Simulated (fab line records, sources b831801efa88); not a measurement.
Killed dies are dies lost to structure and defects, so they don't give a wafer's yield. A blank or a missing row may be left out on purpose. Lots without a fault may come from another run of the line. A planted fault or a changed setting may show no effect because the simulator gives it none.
Problem report in the 8D (eight disciplines) form, filled by code | flow sfq_line | the parts of the form that need people (team, actions taken, sign-off) are left out

1. THE PROBLEM
L0_MONX_KI_RS at SFQ_L0_RS_MEAS_901 reads a mean of 40.3 ohm/sq on 1 wafer of 1 lot; wafers without a fault read 43.5 ohm/sq with a standard deviation of 0.41. That is -7.8 standard deviations from the usual mean.
The step: measures by four-point-probe.
First seen on wafer L793.4, day 3 04:36, on film_metro-04. The record holds 39 wafers of 13 lots with a number at this step. Rule for "out", or "out of limits": more than 4 standard deviations from the usual mean. The other wafers with a number count as sound.

2. WHAT IT IS AND WHAT IT IS NOT
question                    | is               | is not
which readings at this step | L0_MONX_KI_RS    | -
which lots                  | L793             | L785, L786, L787, L788, L789, L790, L791, L795, L800, L801, L807, L808
which wafers of those lots  | L793.4           | L793.3, L793.5
read on which gauges        | film_metro-04    | film_metro-01, film_metro-03
when                        | from day 3 04:36 | up to then (23 sound wafers); but 15 sound wafers of L795, L800, L801, L807, L808 came after

3. SUSPECTS, AND WHAT RULES EACH OUT
Counting: a tool at a process step up to the reading stays a suspect if it ran every lot that is out. Sound lots after the first of them don't rule it out here, since some wafers of a struck lot are sound.
- the gauge at SFQ_L0_RS_MEAS_901: ruled out. All the wafers that are out were read on film_metro-04, but those of them that SFQ_TRILAYER_L0_ETCH_METAL_ETCH_008 has rows for are out there too, on other tools.
- pvd_sputter-06 at SFQ_TRILAYER_L0_DEP_SPUTTER_003 (material MoNx KI, target thk 40 nm, time 100 s): kept. It ran the lot that is out, L793 (day 3 04:29); its last sound lot up to then is L791 (day 2 18:29).
Left after counting: pvd_sputter-06 at SFQ_TRILAYER_L0_DEP_SPUTTER_003.

4. THE CAUSE (what the simulator had put in)
Process parameter drift: pvd_sputter-06, from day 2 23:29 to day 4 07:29, at SFQ_TRILAYER_L0_DEP_SPUTTER_003. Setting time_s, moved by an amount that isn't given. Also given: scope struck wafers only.
Counting left only this tool.

5. THE CHAIN OF EFFECTS, in route order
Each row: a reading whose mean over the struck wafers that have a number lies more than 3 standard deviations from the usual. Only readings for which the record gives a usual standard deviation are gone through. hours: the time from each lot's start at the first step in this table that gives one to its start at this step, as a median over the lots. sigmas: the change in usual standard deviations.
hours | step                                | reading        | usual       | on struck wafers | change | sigmas
0     | SFQ_L0_RS_MEAS_901                  | L0_MONX_KI_RS  | 43.5 ohm/sq | 40.3             | -3.2   | -7.8
0     | SFQ_L0_THK_MEAS_902                 | L0_MONX_KI_THK | 39.7 nm     | 42.9             | +3.2   | +7.1
105   | SFQ_TRILAYER_L0_ETCH_METAL_ETCH_008 | oes_product_au | 0.874 a.u.  | 0.914            | +0.040 | +6.0
The process steps in it:
- SFQ_TRILAYER_L0_ETCH_METAL_ETCH_008: etches MoNx KI in SF6/O2, stops on SiO2, target depth 50 nm, time 25 s.
Later measuring or inspecting steps at which every struck wafer that the step has a row for has a number for every such reading, and none has moved that far: SFQ_M4_OVL_MEAS_926.

6. WHAT WOULD HAVE CAUGHT IT SOONER
In this record the first reading out of limits at a measuring or inspecting step was taken at day 3 04:36, 5 hours after the fault began at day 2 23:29.
Of the tool readings at SFQ_TRILAYER_L0_DEP_SPUTTER_003 for which the record gives a usual standard deviation, none was out on any struck wafer, so an alarm limit of 4 standard deviations on them would not have fired.
All the lots that are out (1) had begun SFQ_TRILAYER_L0_DEP_SPUTTER_003 on pvd_sputter-06 by day 3 04:36. A hold on the tool at that time would have spared none of them.
